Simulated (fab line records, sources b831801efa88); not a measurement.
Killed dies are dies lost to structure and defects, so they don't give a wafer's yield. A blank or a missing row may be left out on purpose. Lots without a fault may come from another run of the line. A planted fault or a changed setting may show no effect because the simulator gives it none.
fab line records | flow sky130
record lots=6 wafers=18 last_day=50
route steps=708 shown CAP2M@613 METAL4@621 PAD_OPEN@708
lots that met no fault: from a run of the same line without faults
start_h: hours from the record's first day to the start of the lot's first wafer shown | wait_h: hours since the lot's step before | " the same as in the row above | L1.1+2: a row that stands for several wafers | - no value, or no start given | * or withheld: withheld | < > ~ a bound
route shown NAME@n: a module of which the file shows steps, and the number in the route of the first | usual: mean/standard deviation of fault-free wafers | same: alike in all rows | chamber/n: place in a boat | sites: the reading at each site | _std_site: their standard deviation | _edge_site: outer sites' mean less inner sites' | radius_mm: how far each site lies from the wafer's centre | mask NAME#n: copy n | behind: the tool/chamber that last shaped the wafer | hold: why the lot was held/for how many hours/how that ended | device: the transistor (n, p or np) that didn't switch | end of line: the same wafers' tests at the end of the route | a step without rows: its recipe alone | killed: dies lost to structure and defects at the first sort, not the wafer's yield | map: a wafer's dies, x killed, . not, _ none there
set.NAME: the setting as run; set.NAME@STEP: as run at that earlier step | model.NAME: the simulator's own value behind a step, which no gauge read
lots at some steps of the route; a table a step, a row a wafer
services: from which hour (start_h, from the record's first day; less than 0 if before it) a tool's chamber was out of use, for how many hours, and why
## steps
# step SKY_CAP2M_PEB_10
# recipe temp_c=withheld time_s=* resist=NOVOLAK
# step SKY_CAP2M_DEVELOP_11
# recipe resist=NOVOLAK developer=TMAH develop_time_s=60 dev_temp_c=23
# step SKY_CAP2M_OVL_MEAS_12
# usual CAP2M_OVL=0.3/1.4
# columns lot.wafer tool chamber start_h wait_h CAP2M_OVL[nm]
L524.1 overlay-01 - 946.60 0.1 -1.3
L524.2 " - " " -1.3
L524.6 " - " " -1.1
L530.1 overlay-02 - 1001.55 0.1 0.9
L530.3 " - " " 1.6
L530.4 " - " " 3.1
L531.1 overlay-02 - 1012.95 0.1 1.6
L531.3 " - " " 1.3
L531.5 " - " " 1.8
L537.1 overlay-01 - 1046.90 0.1 2.1
L537.4 " - " " 2.6
L537.5 " - " " 3.3
L538.3 overlay-01 - 1056.96 0.1 -0.2
L538.4 " - " " -0.4
L538.5 " - " " -0.2
L544.1 overlay-01 - 1089.75 0.1 1.3
L544.3 " - " " -1.2
L544.4 " - " " -0.7
# step SKY_CAP2M_METAL_ETCH_13
# recipe target_depth_nm=220 stop_on=SiO2 chemistry=Cl2/BCl3 target=TiN pressure_mtorr=10 icp_w=900 bias_w=48.5 Cl2_flow_sccm=60 bcl3_flow_sccm=30 time_s=62.9
# usual drypump_motor_current_A=5.6/0.6 oes_product_au=0.941/0.0075 throttle_valve_pct=21.902/0.01
# columns lot.wafer tool chamber start_h wait_h drypump_motor_current_A oes_product_au rf_hours_counter_h throttle_valve_pct
L524.1 rie_metal-02 1 946.64 0.0 4.9 0.942 5 21.900
L524.2 " 1 " " 4.9 0.956 - 21.899
L524.6 " 1 " " 4.9 0.955 - 21.899
L530.1 rie_metal-03 1 1001.59 0.0 5.1 0.941 17 21.894
L530.3 " 1 " " 5.1 0.943 - 21.898
L530.4 " 0 " " 5.4 0.950 - 21.882
L531.1 rie_metal-02 0 1012.99 0.0 5.8 0.942 17 21.914
L531.3 " 0 " " 5.7 0.928 - 21.911
L531.5 " 1 " " 4.9 0.943 - 21.890
L537.1 rie_metal-02 0 1046.94 0.0 5.7 0.926 19 21.905
L537.4 " 1 " " 4.9 0.936 - 21.921
L537.5 " 1 " " 4.9 0.942 - 21.906
L538.3 rie_metal-02 0 1057.01 0.0 5.8 0.938 - 21.917
L538.4 " 1 " " 4.9 0.943 - 21.893
L538.5 " 1 " " 4.9 0.928 - 21.907
L544.1 rie_metal-02 0 1089.79 0.0 5.8 0.931 22 21.918
L544.3 " 0 " " 5.7 0.940 - 21.904
L544.4 " 1 " " 4.9 0.940 - 21.914
# step SKY_CAP2M_STRIP_14
# recipe chemistry=O2/N2 power_w=1400 pressure_mtorr=1500 platen_temp_c=withheld o2_flow_sccm=3000 n2_flow_sccm=300 overash_fraction=0.5
# usual drypump_motor_current_A=5.4/0.36 oes_product_au=0.710/0.0046 strip_time_to_endpoint_s=12.66/0.046
# same overash_fraction=0.5
# columns lot.wafer tool chamber start_h wait_h drypump_motor_current_A oes_product_au rf_hours_counter_h strip_time_to_endpoint_s
L524.1 plasma_asher-01 0 946.79 0.1 5.4 0.718 111 12.73
L524.2 " 1 " " 4.9 0.718 111 12.72
L524.6 " 1 " " 4.9 0.707 - 12.72
L530.1 plasma_asher-02 1 1001.66 0.1 5.3 0.717 57 12.66
L530.3 " 1 " " 5.3 0.719 - 12.72
L530.4 " 0 " " 6.0 0.706 - 12.69
L531.1 plasma_asher-01 0 1013.07 0.1 5.4 0.705 118 12.64
L531.3 " 0 " " 5.4 0.711 - 12.70
L531.5 " 1 " " 4.8 0.708 - 12.63
L537.1 plasma_asher-04 1 1047.01 0.1 5.4 0.714 31 12.75
L537.4 " 0 " " 5.1 0.714 - 12.74
L537.5 " 0 " " 5.1 0.714 - 12.76
L538.3 plasma_asher-04 1 1057.10 0.1 5.4 0.713 - 12.65
L538.4 " 0 " " 5.1 0.712 - 12.66
L538.5 " 1 " " 5.4 0.708 - 12.68
L544.1 plasma_asher-02 0 1089.86 0.1 6.0 0.710 66 12.68
L544.3 " 1 " " 5.3 0.705 - 12.68
L544.4 " 0 " " 6.0 0.707 - 12.72
# step SKY_CAP2M_STRIP_15
# recipe chemistry=post_etch_residue_remover time_s=1200 temp_c=72.5
# step SKY_CAP2M_CLEAN_16
# recipe chemistry=IPA time_s=180 temp_c=25
# step SKY_CAP2M_CLEAN_17
# recipe chemistry=O3/DIW dry=n2_spin
# step SKY_METAL4_DEHYDRATE_05
# recipe temp_c=200 time_s=60
# step SKY_METAL4_HMDS_06
# recipe prime_time_s=60 prime_temp_c=120
# step SKY_METAL4_COAT_07
# recipe resist=BARC temp_c=withheld time_s=withheld spin_rpm=3000 resist_thk_nm=60
# step SKY_METAL4_COAT_08
# recipe resist=KrF-thick spin_rpm=3000 resist_thk_nm=1140
# step SKY_METAL4_SOFTBAKE_09
# recipe temp_c=100 time_s=90 resist=KrF-thick
# usual heater_power_total_W=57.36/0.12 plate_temp_C=99.98/0.13
# columns lot.wafer tool chamber start_h wait_h heater_power_total_W plate_temp_C
L524.1 litho_track-02 0 960 - 57.37 99.75
L524.2 " 0 " " 57.20 99.92
L524.6 " 0 " " 57.29 100.01
L530.1 litho_track-04 0 1013 - 57.38 99.81
L530.3 " 0 " " 57.36 99.99
L530.4 " 0 " " 57.40 100.03
L531.1 litho_track-01 0 1024 - 57.13 99.56
L531.3 " 0 " " 57.40 99.91
L531.5 " 0 1025 - 57.53 99.90
L537.1 litho_track-02 0 1058 - 58.40 101.40
L537.4 " 0 " " 58.34 101.68
L537.5 " 0 " " 58.55 101.39
L538.3 litho_track-02 0 1068 - 58.39 101.14
L538.4 " 0 " " 58.61 101.31
L538.5 " 0 " " 58.28 101.37
L544.1 litho_track-01 0 1100 - 57.26 99.99
L544.3 " 0 " " 57.37 100.01
L544.4 " 0 " " 57.21 100.17
# step SKY_METAL4_EXPOSE_10
# recipe mask_id=MM4 na=0.68 source_shape=annular sigma_inner=0.4 sigma_outer=0.8 target_cd_nm=300 dose_mj=28
# step SKY_PAD_OPEN_PROBE_99
# usual defect_limited_yield=82.5/1.8 killed_at_M0_to_M3=43/6.9 killed_at_M4_up=3.1/1.8 killed_at_contacts=24/5.1 killed_at_front_end=15/4.8 killed_at_other=0.3/0.48 killed_dies=86/8.9 killed_open=47/6.8 killed_short=39/6.3 sort_bin_3_pad_short=0.8/0.39 sort_bin_5_function=10.3/1.5 sort_bin_6_memory=6.3/1.1 sort_n_pass=406/8.9 sort_yield_pct=82.5/1.8
# same gross_dies=492 killed_at_back_side=0 sort_bin_4_leakage[%]=0 sort_bin_8_speed[%]=0
# columns lot.wafer tool chamber start_h wait_h defect_limited_yield[%] killed_at_M0_to_M3 killed_at_M4_up killed_at_contacts killed_at_front_end killed_at_other killed_dies killed_open killed_short sort_bin_3_pad_short[%] sort_bin_5_function[%] sort_bin_6_memory[%] sort_n_pass sort_yield_pct[%]
L524.1 prober-02 - 1069.15 0.1 83.1 43 1 25 13 1 83 49 34 0.8 10.6 5.5 409 83.1
L524.2 prober-02 - 1069.20 0.1 81.5 51 4 23 13 0 91 54 37 0.8 9.1 8.5 401 81.5
L524.6 prober-02 - 1069.40 0.2 82.9 46 3 16 19 0 84 41 43 1.0 9.1 6.9 408 82.9
L530.1 prober-02 - 1114.78 0.1 81.3 47 3 24 18 0 92 52 39 0.6 11.2 6.9 400 81.3
L530.3 prober-02 - 1114.88 0.2 80.7 56 5 21 13 0 95 55 40 0.4 11.6 7.3 397 80.7
L530.4 prober-02 - 1114.93 0.2 82.3 42 3 23 19 0 87 49 36 0.6 11.2 5.9 405 82.3
L531.1 prober-01 - 1126.28 0.1 79.5 53 3 24 21 0 101 55 46 1.6 10.0 8.9 391 79.5
L531.3 prober-01 - 1126.38 0.2 83.3 40 2 28 12 0 82 41 41 0.6 10.0 6.1 410 83.3
L531.5 prober-01 - 1126.48 0.2 86.0 25 3 25 15 1 69 40 29 0.2 9.1 4.7 423 86.0
L537.1 prober-01 - 1154.33 0.1 80.1 58 4 20 16 0 98 55 43 1.4 12.0 6.5 394 80.1
L537.4 prober-01 - 1154.48 0.2 81.9 43 6 24 15 1 89 50 39 1.2 10.0 6.9 403 81.9
L537.5 prober-01 - 1154.53 0.2 82.5 44 2 26 13 1 86 46 40 1.0 10.4 6.1 406 82.5
L544.1 prober-02 - 1189.02 0.1 82.1 47 3 20 18 0 88 42 46 0.6 9.1 8.1 404 82.1
L544.3 prober-02 - 1189.12 0.2 79.7 58 5 24 13 0 100 60 39 0.6 11.0 8.7 392 79.7
L544.4 prober-02 - 1189.17 0.2 83.5 42 1 20 18 0 81 44 37 0.8 10.8 4.9 411 83.5
# killed by level:class
L524.1 VIA1:geometric_particle:open=12 CONTACT:geometric_particle:open=11 VIA3:geometric_particle:open=9 CONTACT:geometric_particle:short=8 METAL1:geometric_particle:short=7 FIELD_ISO:geometric_particle:open=5 METAL3:geometric_particle:short=4 POLY_GATE:geometric_particle:open=3
L524.2 VIA1:geometric_particle:open=10 VIA2:geometric_particle:open=10 LI_CONTACT:geometric_particle:open=9 CONTACT:geometric_particle:short=6 METAL3:geometric_particle:short=6 CONTACT:geometric_particle:open=5 METAL2:geometric_particle:open=5 VIA3:geometric_particle:open=5
L524.6 METAL2:geometric_particle:short=9 CONTACT:geometric_particle:open=8 VIA1:geometric_particle:open=7 VIA2:geometric_particle:open=7 FIELD_ISO:geometric_particle:open=6 VIA3:geometric_particle:open=5 FIELD_ISO:geometric_particle:short=4 POLY_GATE:geometric_particle:open=4
L530.1 VIA1:geometric_particle:open=14 VIA2:geometric_particle:open=10 LI_CONTACT:geometric_particle:open=7 CONTACT:geometric_particle:open=7 LOCAL_INTERCONNECT:geometric_particle:short=7 FIELD_ISO:geometric_particle:short=6 VIA3:geometric_particle:open=6 VIA1:geometric_particle:short=6
L530.3 VIA1:geometric_particle:open=17 VIA2:geometric_particle:open=10 CONTACT:geometric_particle:open=8 POLY_GATE:geometric_particle:short=6 LI_CONTACT:geometric_particle:open=6 VIA1:geometric_particle:short=6 VIA3:geometric_particle:short=5 VIA2:geometric_particle:short=4
L530.4 VIA1:geometric_particle:open=10 CONTACT:geometric_particle:open=9 VIA2:geometric_particle:open=8 METAL2:geometric_particle:short=6 FIELD_ISO:geometric_particle:short=5 METAL1:geometric_particle:short=5 FIELD_ISO:geometric_particle:open=4 LOCAL_INTERCONNECT:geometric_particle:short=4
L531.1 VIA3:geometric_particle:open=13 VIA2:geometric_particle:open=10 FIELD_ISO:geometric_particle:short=7 LOCAL_INTERCONNECT:geometric_particle:short=7 LI_CONTACT:geometric_particle:open=7 VIA1:geometric_particle:open=7 FIELD_ISO:geometric_particle:open=6 METAL1:geometric_particle:short=6
L531.3 CONTACT:geometric_particle:open=10 VIA1:geometric_particle:open=9 METAL3:geometric_particle:short=7 LI_CONTACT:geometric_particle:open=6 CONTACT:geometric_particle:short=6 VIA2:geometric_particle:open=6 VIA1:geometric_particle:short=4 FIELD_ISO:geometric_particle:open=3
L531.5 CONTACT:geometric_particle:open=15 METAL2:geometric_particle:short=8 LI_CONTACT:geometric_particle:open=7 FIELD_ISO:geometric_particle:open=4 POLY_GATE:geometric_particle:short=4 VIA1:geometric_particle:open=4 METAL1:geometric_particle:short=4 VIA2:geometric_particle:open=4
L537.1 VIA1:geometric_particle:open=16 LI_CONTACT:geometric_particle:open=11 VIA1:geometric_particle:short=7 FIELD_ISO:geometric_particle:short=6 METAL2:geometric_particle:short=6 VIA2:geometric_particle:open=6 VIA3:geometric_particle:open=6 CONTACT:geometric_particle:open=5
L537.4 VIA1:geometric_particle:open=14 CONTACT:geometric_particle:open=10 FIELD_ISO:geometric_particle:short=7 VIA2:geometric_particle:open=7 LI_CONTACT:geometric_particle:open=6 VIA3:geometric_particle:open=6 METAL4:geometric_particle:short=6 POLY_GATE:geometric_particle:short=5
L537.5 CONTACT:geometric_particle:open=11 VIA1:geometric_particle:short=7 VIA2:geometric_particle:open=6 LI_CONTACT:geometric_particle:open=6 VIA1:geometric_particle:open=6 METAL2:geometric_particle:short=6 VIA3:geometric_particle:open=5 POLY_GATE:geometric_particle:open=4
L544.1 VIA1:geometric_particle:open=8 CONTACT:geometric_particle:open=8 FIELD_ISO:geometric_particle:short=7 VIA2:geometric_particle:open=6 METAL1:geometric_particle:short=6 VIA3:geometric_particle:open=6 VIA1:geometric_particle:short=5 FIELD_ISO:geometric_particle:open=4
L544.3 VIA1:geometric_particle:open=15 CONTACT:geometric_particle:open=12 METAL1:geometric_particle:short=10 VIA3:geometric_particle:open=6 LI_CONTACT:geometric_particle:open=5 METAL2:geometric_particle:short=5 VIA2:geometric_particle:open=5 FIELD_ISO:geometric_particle:open=4
L544.4 VIA1:geometric_particle:open=11 LOCAL_INTERCONNECT:geometric_particle:short=7 VIA2:geometric_particle:open=7 VIA3:geometric_particle:open=5 LI_CONTACT:geometric_particle:open=5 FIELD_ISO:geometric_particle:short=4 POLY_GATE:geometric_particle:short=4 CONTACT:geometric_particle:open=4
## services
# columns tool chamber start_h hours kind
rie_metal-02 0 932.27 21.6 repair
plasma_asher-02 - 992.71 0.5 repair
rie_metal-02 0 999.49 4.3 repair
plasma_asher-01 - 1021.03 1.9 repair
plasma_asher-01 - 1033.50 4.4 repair
plasma_asher-02 - 1048.99 0.6 repair
plasma_asher-02 - 1052.70 3.9 repair
plasma_asher-01 - 1055.25 9.0 pm
plasma_asher-01 0 1055.25 9.0 vent_cycle
plasma_asher-01 1 1055.25 9.0 vent_cycle
plasma_asher-01 0 1064.25 - clean
plasma_asher-01 1 1064.25 - clean
rie_metal-03 0 1073.63 - clean
rie_metal-03 0 1073.63 18.3 scheduled_down
rie_metal-03 0 1073.63 18.3 vent_cycle
## key
first_sign step=SKY_METAL4_SOFTBAKE_09 reading=plate_temp_C direction=up sigmas=11 usual=* struck=*
effect step=SKY_METAL4_SOFTBAKE_09 reading=heater_power_total_W direction=up sigmas=8.9 usual=* struck=*
met_at SKY_METAL4_SOFTBAKE_09
struck_wafers L537.1,L537.4,L537.5,L538.3,L538.4,L538.5
onset_between 960 1058
fault kind=process_parameter_drift tool=litho_track-02 chamber=- onset_h=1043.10 steps=SKY_METAL4_SOFTBAKE_09 channel=temp_c offset=* shape=step end_h=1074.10 acts_in=* stated=*
